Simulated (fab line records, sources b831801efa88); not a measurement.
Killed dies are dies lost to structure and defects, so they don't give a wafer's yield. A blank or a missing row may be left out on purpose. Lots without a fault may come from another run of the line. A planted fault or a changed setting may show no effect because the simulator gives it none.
fab line records | flow sky130 | part 1 of 2: steps 1 to 26 of 36
record lots=5 wafers=15 last_day=49
route steps=708 shown SD_N@350 SD_P@359 RES_XHIGH@360 SALICIDE@361 LI_CONTACT@362
lots that met no fault: from a run of the same line without faults
start_h: hours from the record's first day to the start of the lot's first wafer shown | wait_h: hours since the lot's step before | " the same as in the row above | L1.1+2: a row that stands for several wafers | - no value, or no start given | * or withheld: withheld | < > ~ a bound
route shown NAME@n: a module of which the file shows steps, and the number in the route of the first | usual: mean/standard deviation of fault-free wafers | same: alike in all rows | chamber/n: place in a boat | sites: the reading at each site | _std_site: their standard deviation | _edge_site: outer sites' mean less inner sites' | radius_mm: how far each site lies from the wafer's centre | mask NAME#n: copy n | behind: the tool/chamber that last shaped the wafer | hold: why the lot was held/for how many hours/how that ended | device: the transistor (n, p or np) that didn't switch | end of line: the same wafers' tests at the end of the route | a step without rows: its recipe alone | killed: dies lost to structure and defects at the first sort, not the wafer's yield | map: a wafer's dies, x killed, . not, _ none there
set.NAME: the setting as run; set.NAME@STEP: as run at that earlier step | model.NAME: the simulator's own value behind a step, which no gauge read
lots at some steps of the route; a table a step, a row a wafer
services: from which hour (start_h, from the record's first day; less than 0 if before it) a tool's chamber was out of use, for how many hours, and why
## steps
# step SKY_SD_N_OVL_MEAS_08
# usual SD_N_OVL=0.5/1.5
# columns lot.wafer tool chamber start_h wait_h SD_N_OVL[nm]
L075.2 overlay-01 - 658.78 0.1 -2.5
L075.3 " - " " -1.6
L075.5 " - " " -1.8
L077.2 overlay-01 - 677.86 0.1 1.2
L077.3 " - " " 1.6
L077.6 " - " " 0.4
L081.3 overlay-01 - 710.87 0.1 -0.9
L081.4 " - " " 0.5
L081.6 " - " " -1.3
L088.1 overlay-02 - 764.63 0.1 0.8
L088.3 " - " " 2.9
L088.6 " - " " 4.0
L090.2 overlay-01 - 775.48 0.1 2.4
L090.3 " - " " 0.9
L090.6 " - " " 0.7
# step SKY_SD_N_IMPLANT_09
# recipe species=As energy_kev=50 dose_cm2=4e+15 tilt_deg=0
# columns lot.wafer tool chamber start_h wait_h
L075.2+3+5 implanter-01 0 658.84 0.0
L077.2+3+6 implanter-04 0 677.91 0.0
L081.3+4+6 implanter-01 0 710.94 0.1
L088.1+3+6 implanter-01 0 764.66 0.0
L090.2+3+6 implanter-02 0 775.54 0.0
# step SKY_SD_N_IMPLANT_10
# recipe species=P energy_kev=20 dose_cm2=1e+14 tilt_deg=0
# columns lot.wafer tool chamber start_h wait_h
L075.2+3+5 implanter-01 0 658.99 0.1
L077.2+3+6 implanter-04 0 678.06 0.1
L081.3+4+6 implanter-01 0 711.09 0.1
L088.1+3+6 implanter-01 0 764.81 0.1
L090.2+3+6 implanter-02 0 775.69 0.1
# step SKY_SD_N_STRIP_11
# recipe chemistry=O2/N2 power_w=1400 pressure_mtorr=1500 platen_temp_c=withheld o2_flow_sccm=3000 n2_flow_sccm=300 overash_fraction=0.5
# usual drypump_motor_current_A=5.63/0.28 oes_product_au=0.527/0.0039 strip_time_to_endpoint_s=22.55/0.042
# columns lot.wafer tool chamber start_h wait_h drypump_motor_current_A oes_product_au rf_hours_counter_h strip_time_to_endpoint_s
L075.2 plasma_asher-02 0 659.11 0.1 5.60 0.526 51 22.58
L075.3 " 0 " " 5.58 0.529 - 22.61
L075.5 " 0 " " 5.56 0.528 - 22.60
L077.2 plasma_asher-02 0 678.19 0.1 5.57 0.534 53 22.54
L077.3 " 1 " " 5.46 0.529 - 22.50
L077.6 " 1 " " 5.45 0.529 - 22.48
L081.3 plasma_asher-03 0 711.22 0.1 5.14 0.529 - 22.57
L081.4 " 1 " " 6.02 0.528 - 22.53
L081.6 " 1 " " 6.00 0.529 - 22.54
L088.1 plasma_asher-04 0 764.96 0.1 5.66 0.530 33 22.57
L088.3 " 1 " " 5.94 0.524 - 22.55
L088.6 " 0 " " 5.62 0.533 - 22.56
L090.2 plasma_asher-03 0 775.81 0.1 5.13 0.531 3 22.60
L090.3 " 0 " " 5.15 0.528 - 22.58
L090.6 " 0 " " 5.16 0.530 - 22.58
# step SKY_SD_N_TW_MEAS_12
# usual SD_N_TW=3963/35
# columns lot.wafer tool chamber start_h wait_h SD_N_TW
L075.2 film_metro-03 - 659.22 0.1 3999
L075.3 " - " " 4017
L075.5 " - " " 4008
L077.2 film_metro-01 - 678.30 0.1 3969
L077.3 " - " " 3967
L077.6 " - " " 3977
L081.3 film_metro-03 - 711.31 0.1 3975
L081.4 " - " " 3945
L081.6 " - " " 3976
L088.1 film_metro-04 - 765.06 0.1 3905
L088.3 " - " " 3896
L088.6 " - " " 3887
L090.2 film_metro-01 - 775.92 0.1 3917
L090.3 " - " " 3925
L090.6 " - " " 3916
# step SKY_SD_N_CLEAN_13
# recipe chemistry=SC1/SC2 mix=1:4:20 temp_c=70 time_s=150 dry=n2_spin
# columns lot.wafer tool chamber start_h wait_h
L075.2+3+5 wet_bench-04 3 659.27 0.0
L077.2+3+6 wet_bench-02 2 678.35 0.0
L081.3+4+6 wet_bench-02 0 711.35 0.0
L088.1+3+6 wet_bench-01 2 765.12 0.1
L090.2+3+6 wet_bench-01 2 775.97 0.0
# step SKY_SD_N_RTA_14
# recipe temp_c=1075 time_s=2 idle_temp_c=650 ramp_up_c_per_s=150 ramp_down_c_per_s=90 ambient=N2
# usual anneal_temp_c_max=1079.3/0.79 lamp_power_pct=15.74/0.052 ramp_down_c_per_s=89.999/0.016 wafer_temp_C_max=1078.3/1.4
# columns lot.wafer tool chamber start_h wait_h anneal_temp_c_max lamp_power_pct ramp_down_c_per_s wafer_temp_C_max
L075.2 rtp_anneal-01 0 659.33 0.0 1079.0 15.75 90.005 1077.0
L075.3 " 0 " " 1078.9 15.73 90.002 1079.7
L075.5 " 0 " " 1079.4 15.64 89.995 1075.5
L077.2 rtp_anneal-01 0 678.40 0.0 1079.5 15.83 89.994 1079.5
L077.3 " 0 " " 1078.7 15.75 89.985 1077.6
L077.6 " 0 " " 1079.0 15.72 90.016 1082.8
L081.3 rtp_anneal-01 0 711.47 0.0 1080.5 15.79 89.961 1080.0
L081.4 " 0 " " 1079.2 15.69 90.003 1077.7
L081.6 " 0 " " 1079.1 15.80 89.999 1077.1
L088.1 rtp_anneal-02 0 765.17 0.0 1079.3 15.66 89.983 1078.8
L088.3 " 0 " " 1078.3 15.78 90.007 1079.7
L088.6 " 0 " " 1079.7 15.77 89.989 1077.5
L090.2 rtp_anneal-02 0 776.03 0.0 1078.6 15.73 89.979 1076.3
L090.3 " 0 " " 1080.9 15.72 89.975 1079.8
L090.6 " 0 " " 1078.1 15.74 89.991 1077.8
# step SKY_SD_N_RS_MEAS_16
# recipe thk_meas_gauge=four-point-probe
# usual SD_N_RS=68.54/0.11
# columns lot.wafer tool chamber start_h wait_h SD_N_RS[ohm/sq]
L075.2 film_metro-01 - 659.52 0.1 68.35
L075.3 " - " " 68.46
L075.5 " - " " 68.41
L077.2 film_metro-03 - 678.59 0.1 68.56
L077.3 " - " " 68.52
L077.6 " - " " 68.72
L081.3 film_metro-01 - 711.66 0.1 68.43
L081.4 " - " " 68.31
L081.6 " - " " 68.47
L088.1 film_metro-03 - 765.35 0.1 68.65
L088.3 " - " " 68.76
L088.6 " - " " 68.71
L090.2 film_metro-04 - 776.22 0.1 68.59
L090.3 " - " " 68.49
L090.6 " - " " 68.54
# step SKY_SD_N_RS_MEAS_17
# recipe thk_meas_gauge=four-point-probe
# usual SD_P_RS=147.1/0.36
# columns lot.wafer tool chamber start_h wait_h SD_P_RS[ohm/sq]
L075.2 film_metro-01 - 659.64 0.1 146.9
L075.3 " - " " 146.4
L075.5 " - " " 146.6
L077.2 film_metro-03 - 678.71 0.1 146.8
L077.3 " - " " 146.6
L077.6 " - " " 146.7
L081.3 film_metro-01 - 711.78 0.1 147.9
L081.4 " - " " 147.0
L081.6 " - " " 147.1
L088.1 film_metro-03 - 765.47 0.1 147.3
L088.3 " - " " 147.5
L088.6 " - " " 146.9
L090.2 film_metro-04 - 776.34 0.1 146.9
L090.3 " - " " 146.3
L090.6 " - " " 146.7
# step SKY_SD_N_RS_MEAS_18
# recipe thk_meas_gauge=four-point-probe
# usual RES_XHIGH_RS=333.4/1.3
# columns lot.wafer tool chamber start_h wait_h RES_XHIGH_RS[ohm/sq]
L075.2 film_metro-01 - 659.76 0.1 331.7
L075.3 " - " " 331.4
L075.5 " - " " 332.6
L077.2 film_metro-03 - 678.83 0.1 333.6
L077.3 " - " " 334.2
L077.6 " - " " 334.5
L081.3 film_metro-01 - 711.90 0.1 335.5
L081.4 " - " " 334.4
L081.6 " - " " 335.8
L088.1 film_metro-03 - 765.59 0.1 334.2
L088.3 " - " " 336.0
L088.6 " - " " 334.9
L090.2 film_metro-04 - 776.46 0.1 334.5
L090.3 " - " " 334.6
L090.6 " - " " 333.1
# step SKY_SALICIDE_CLEAN_00
# recipe chemistry=HF-last time_s=30 dilution=100:1 dry=ipa_marangoni
# columns lot.wafer tool chamber start_h wait_h
L075.2+3+5 wet_bench-04 2 659.86 0.1
L077.2+3+6 wet_bench-03 2 678.93 0.1
L081.3+4+6 wet_bench-01 3 711.98 0.1
L088.1+3+6 wet_bench-04 1 765.71 0.1
L090.2+3+6 wet_bench-03 1 776.56 0.1
# step SKY_LI_CONTACT_HDPCVD_00
# recipe material=PSG target_thk_nm=930 sigma_open_frac=0.3 time_s=155 temp_c=600 sih4_flow_sccm=60 pressure_mtorr=6
# columns lot.wafer tool chamber start_h wait_h
L075.2+3+5 hdpcvd-02 2,1,0 659.87 0.0
L077.2+3+6 hdpcvd-02 1,0,0 678.95 0.0
L081.3+4+6 hdpcvd-02 2,2,0 712.00 0.0
L088.1+3+6 hdpcvd-01 2,1,2 765.73 0.0
L090.2+3+6 hdpcvd-01 2,0,1 776.57 0.0
# step SKY_LI_CONTACT_THK_MEAS_01
# recipe reads=PSG_of_LI_CONTACT_HDPCVD_00
# usual LI_CONTACT_HDPCVD_THK=927/9.2
# columns lot.wafer tool chamber start_h wait_h LI_CONTACT_HDPCVD_THK[nm]
L075.2 film_metro-03 - 659.99 0.1 922
L075.3 " - " " 922
L075.5 " - " " 922
L077.2 film_metro-01 - 679.06 0.1 927
L077.3 " - " " 924
L077.6 " - " " 930
L081.3 film_metro-03 - 712.12 0.1 920
L081.4 " - " " 928
L081.6 " - " " 939
L088.1 film_metro-03 - 765.83 0.1 926
L088.3 " - " " 920
L088.6 " - " " 931
L090.2 film_metro-01 - 776.69 0.1 936
L090.3 " - " " 941
L090.6 " - " " 938
# step SKY_LI_CONTACT_CMP_02
# recipe material=PSG down_force_psi=4 platen_rpm=60 pad_velocity_m_s=0.94248
# usual motor_current_A=11.4/1.2 time_to_endpoint_s=32.4/3
# columns lot.wafer tool chamber start_h wait_h motor_current_A time_to_endpoint_s
L075.2 cmp-02 1 660.09 0.1 13.0 33.7
L075.3 " 2 " " 10.4 27.6
L075.5 " 1 " " 13.5 32.0
L077.2 cmp-01 2 679.34 0.3 10.9 33.5
L077.3 " 3 " " 10.3 28.1
L077.6 " 0 " " 11.1 31.2
L081.3 cmp-02 1 712.21 0.1 13.4 29.5
L081.4 " 2 " " 11.0 28.3
L081.6 " 0 " " 12.7 31.8
L088.3 cmp-01 1 765.94 0.1 10.7 35.0
L088.1 " 3 " " 10.8 32.8
L088.6 " 0 " " 10.8 36.8
L090.2 cmp-02 3 776.84 0.1 9.8 37.9
L090.3 " 0 " " 12.6 33.5
L090.6 " 2 " " 10.6 31.2
# step SKY_LI_CONTACT_BOW_MEAS_03
# recipe mode=bow
# usual LI_CONTACT_BOW=55/6.6
# columns lot.wafer tool chamber start_h wait_h LI_CONTACT_BOW[um]
L075.2 film_metro-04 - 660.36 0.2 60
L075.3 " - " " 58
L075.5 " - " " 53
L077.2 film_metro-04 - 679.56 0.2 58
L077.3 " - " " 43
L077.6 " - " " 45
L081.3 film_metro-03 - 712.50 0.2 63
L081.4 " - " " 60
L081.6 " - " " 61
L088.1 film_metro-01 - 766.19 0.1 50
L088.3 " - " " 47
L088.6 " - " " 60
L090.2 film_metro-03 - 777.06 0.2 59
L090.3 " - " " 53
L090.6 " - " " 48
# step SKY_LI_CONTACT_DEHYDRATE_04
# recipe temp_c=200 time_s=60
# usual exhaust_pa=45.2/0.92
# columns lot.wafer tool chamber start_h wait_h exhaust_pa
L075.2 litho_track-03 0 673.98 13.6 45.0
L075.3 " 0 " " 45.4
L075.5 " 0 " " 44.8
L077.2 litho_track-03 0 692.83 13.2 44.1
L077.3 " 0 " " 46.1
L077.6 " 0 " " 45.5
L081.3 litho_track-04 0 726.16 13.6 47.6
L081.4 " 0 " " 46.6
L081.6 " 0 " " 45.5
L088.1 litho_track-03 0 779.55 13.3 44.8
L088.3 " 0 " " 44.0
L088.6 " 0 " " 44.9
L090.2 litho_track-03 0 789.83 12.7 44.5
L090.3 " 0 " " 44.4
L090.6 " 0 " " 44.5
# step SKY_LI_CONTACT_HMDS_05
# recipe prime_time_s=60 prime_temp_c=120
# usual exhaust_pa=45.1/0.89
# columns lot.wafer tool chamber start_h wait_h exhaust_pa
L075.2 litho_track-03 0 674.13 0.1 45.6
L075.3 " 0 " " 45.7
L075.5 " 0 " " 44.7
L077.2 litho_track-03 0 692.98 0.1 45.5
L077.3 " 0 " " 45.0
L077.6 " 0 " " 44.9
L081.3 litho_track-04 0 726.31 0.1 46.2
L081.4 " 0 " " 44.6
L081.6 " 0 " " 45.8
L088.1 litho_track-03 0 779.70 0.1 45.3
L088.3 " 0 " " 45.1
L088.6 " 0 " " 45.1
L090.2 litho_track-03 0 789.98 0.1 45.9
L090.3 " 0 " " 47.5
L090.6 " 0 " " 48.0
# step SKY_LI_CONTACT_COAT_06
# recipe resist=BARC temp_c=withheld time_s=withheld spin_rpm=3000 resist_thk_nm=60
# usual exhaust_pa=45.0/0.97
# columns lot.wafer tool chamber start_h wait_h exhaust_pa
L075.2 litho_track-03 0 674.28 0.1 46.1
L075.3 " 0 " " 44.6
L075.5 " 0 " " 44.5
L077.2 litho_track-03 0 693.13 0.1 42.7
L077.3 " 0 " " 43.8
L077.6 " 0 " " 42.7
L081.3 litho_track-04 0 726.46 0.1 45.0
L081.4 " 0 " " 45.7
L081.6 " 0 " " 45.6
L088.1 litho_track-03 0 779.85 0.1 45.8
L088.3 " 0 " " 44.2
L088.6 " 0 " " 43.7
L090.2 litho_track-03 0 790.13 0.1 46.4
L090.3 " 0 " " 45.4
L090.6 " 0 " " 46.2
# step SKY_LI_CONTACT_COAT_07
# recipe resist=KrF-thick spin_rpm=3000 resist_thk_nm=450
# usual exhaust_pa=45.0/0.86
# columns lot.wafer tool chamber start_h wait_h exhaust_pa
L075.2 litho_track-03 0 - - 46.0
L075.3 " 0 " " 43.9
L075.5 " 0 " " 45.1
L077.2 litho_track-03 0 - - 45.3
L077.3 " 0 " " 46.5
L077.6 " 0 " " 46.8
L081.3 litho_track-04 0 - - 44.3
L081.4 " 0 " " 44.8
L081.6 " 0 " " 45.8
L088.1 litho_track-03 0 - - 44.9
L088.3 " 0 " " 44.0
L088.6 " 0 " " 45.5
L090.2 litho_track-03 0 - - 44.3
L090.3 " 0 " " 43.6
L090.6 " 0 " " 44.3
# step SKY_LI_CONTACT_SOFTBAKE_08
# recipe temp_c=100 time_s=90 resist=KrF-thick
# usual exhaust_pa=44.8/0.87
# columns lot.wafer tool chamber start_h wait_h exhaust_pa
L075.2 litho_track-03 0 - - 44.4
L075.3 " 0 " " 44.5
L075.5 " 0 " " 45.1
L077.2 litho_track-03 0 - - 44.4
L077.3 " 0 " " 44.3
L077.6 " 0 " " 44.0
L081.3 litho_track-04 0 - - 45.3
L081.4 " 0 " " 44.9
L081.6 " 0 " " 44.1
L088.1 litho_track-03 0 - - 44.3
L088.3 " 0 " " 45.2
L088.6 " 0 " " 44.6
L090.2 litho_track-03 0 - - 44.4
L090.3 " 0 " " 43.5
L090.6 " 0 " " 45.3
# step SKY_LI_CONTACT_EXPOSE_09
# recipe mask_id=LICM1 na=0.8 source_shape=annular sigma_inner=0.55 sigma_outer=0.85 target_cd_nm=170 dose_mj=38
# usual focus_offset_nm=0.0/0.56
# same na=0.8
# columns lot.wafer tool chamber start_h wait_h mask focus_offset_nm
L075.2 krf_scanner-02 0 - - LICM1#0 0.6
L075.3 " 0 " " LICM1#0 -0.5
L075.5 " 0 " " LICM1#0 0.8
L077.2 krf_scanner-02 0 - - LICM1#0 -0.1
L077.3 " 0 " " LICM1#0 -0.1
L077.6 " 0 " " LICM1#0 0.2
L081.3 krf_scanner-02 0 - - LICM1#0 1.4
L081.4 " 0 " " LICM1#0 1.3
L081.6 " 0 " " LICM1#0 0.8
L088.1 krf_scanner-02 0 - - LICM1#0 -0.4
L088.3 " 0 " " LICM1#0 -0.6
L088.6 " 0 " " LICM1#0 -0.5
L090.2 krf_scanner-01 0 - - LICM1#0 0.8
L090.3 " 0 " " LICM1#0 -0.2
L090.6 " 0 " " LICM1#0 -0.5
# step SKY_LI_CONTACT_PEB_10
# recipe peb_temp_c=withheld peb_time_s=withheld resist=KrF-thick
# usual exhaust_pa=45.2/0.9
# columns lot.wafer tool chamber start_h wait_h exhaust_pa
L075.2 litho_track-03 0 - - 46.2
L075.3 " 0 " " 45.9
L075.5 " 0 " " 45.0
L077.2 litho_track-03 0 - - 43.9
L077.3 " 0 " " 46.3
L077.6 " 0 " " 44.3
L081.3 litho_track-04 0 - - 44.0
L081.4 " 0 " " 44.5
L081.6 " 0 " " 44.0
L088.1 litho_track-02 0 - - 45.3
L088.3 " 0 " " 45.8
L088.6 " 0 " " 44.6
L090.2 litho_track-03 0 - - 45.4
L090.3 " 0 " " 44.9
L090.6 " 0 " " 45.4
# step SKY_LI_CONTACT_DEVELOP_11
# recipe develop_time_s=60 resist=KrF-thick dev_temp_c=21
# usual exhaust_pa=45.0/0.84
# columns lot.wafer tool chamber start_h wait_h exhaust_pa
L075.2 litho_track-03 0 - - 44.9
L075.3 " 0 " " 46.8
L075.5 " 0 " " 44.0
L077.2 litho_track-03 0 - - 44.3
L077.3 " 0 " " 45.8
L077.6 " 0 " " 44.9
L081.3 litho_track-04 0 - - 44.4
L081.4 " 0 " " 45.2
L081.6 " 0 " " 44.2
L088.1 litho_track-02 0 - - 44.7
L088.3 " 0 " " 45.3
L088.6 " 0 " " 46.4
L090.2 litho_track-03 0 - - 45.5
L090.3 " 0 " " 45.5
L090.6 " 0 " " 44.8
# step SKY_LI_CONTACT_CD_MEAS_12
# recipe target_cd_nm=170
# usual cd_nm=170.0/1.6
# columns lot.wafer tool chamber start_h wait_h cd_nm
L075.2 cd_sem-01 - 689.27 - 168.6
L075.3 " - " " 168.7
L075.5 " - " " 168.3
L077.2 cd_sem-01 - 706.97 - 172.0
L077.3 " - " " 171.2
L077.6 " - " " 170.7
L081.3 cd_sem-02 - 739.75 - 172.6
L081.4 " - " " 172.6
L081.6 " - " " 171.3
L088.1 cd_sem-02 - 793.18 - 170.2
L088.3 " - " " 169.7
L088.6 " - " " 170.4
L090.2 cd_sem-01 - 803.92 - 173.4
L090.3 " - " " 172.6
L090.6 " - " " 172.3
# step SKY_LI_CONTACT_OVL_MEAS_13
# usual LI_CONTACT_OVL=1/6
# columns lot.wafer tool chamber start_h wait_h LI_CONTACT_OVL[nm]
L075.2 overlay-01 - 689.38 0.1 10
L075.3 " - " " 13
L075.5 " - " " 10
L077.2 overlay-02 - 707.08 0.1 -3
L077.3 " - " " 0
L077.6 " - " " 0
L081.3 overlay-02 - 739.84 0.1 10
L081.4 " - " " 5
L081.6 " - " " 7
L088.1 overlay-01 - 793.30 0.1 0
L088.3 " - " " -4
L088.6 " - " " -10
L090.2 overlay-01 - 804.03 0.1 5
L090.3 " - " " 1
L090.6 " - " " -3
# step SKY_LI_CONTACT_ETCH_14
# recipe chemistry=N2/H2 target=BARC ion_energy_ev=200 source_w=500 bias_w=100 pressure_mtorr=30 n2_flow_sccm=100 h2_flow_sccm=200 stop_on=SiO2 time_s=45.9 target_depth_a=600
# usual drypump_motor_current_A=5.9/0.4 oes_product_au=0.855/0.0052 throttle_valve_pct=13.226/0.0088
# columns lot.wafer tool chamber start_h wait_h drypump_motor_current_A oes_product_au rf_hours_counter_h throttle_valve_pct
L075.2 rie_diel-02 1 689.41 0.0 5.6 0.858 4 13.231
L075.3 " 3 " " 6.0 0.859 4 13.208
L075.5 " 3 " " 6.0 0.854 - 13.215
L077.2 rie_diel-01 1 707.11 0.0 5.5 0.856 35 13.226
L077.3 " 2 " " 6.2 0.854 1 13.214
L077.6 " 2 " " 6.2 0.853 - 13.233
L081.3 rie_diel-01 1 739.86 0.0 5.5 0.851 36 13.227
L081.4 " 0 " " 5.8 0.856 9 13.237
L081.6 " 3 " " 6.4 0.854 - 13.224
L088.1 rie_diel-02 1 793.34 0.0 5.6 0.861 6 13.229
L088.3 " 2 " " 5.5 0.847 18 13.220
L088.6 " 0 " " 5.9 0.852 - 13.225
L090.2 rie_diel-04 2 804.06 0.0 5.8 0.860 5 13.208
L090.3 " 0 " " 6.4 0.850 30 13.236
L090.6 " 3 " " 5.2 0.855 - 13.214
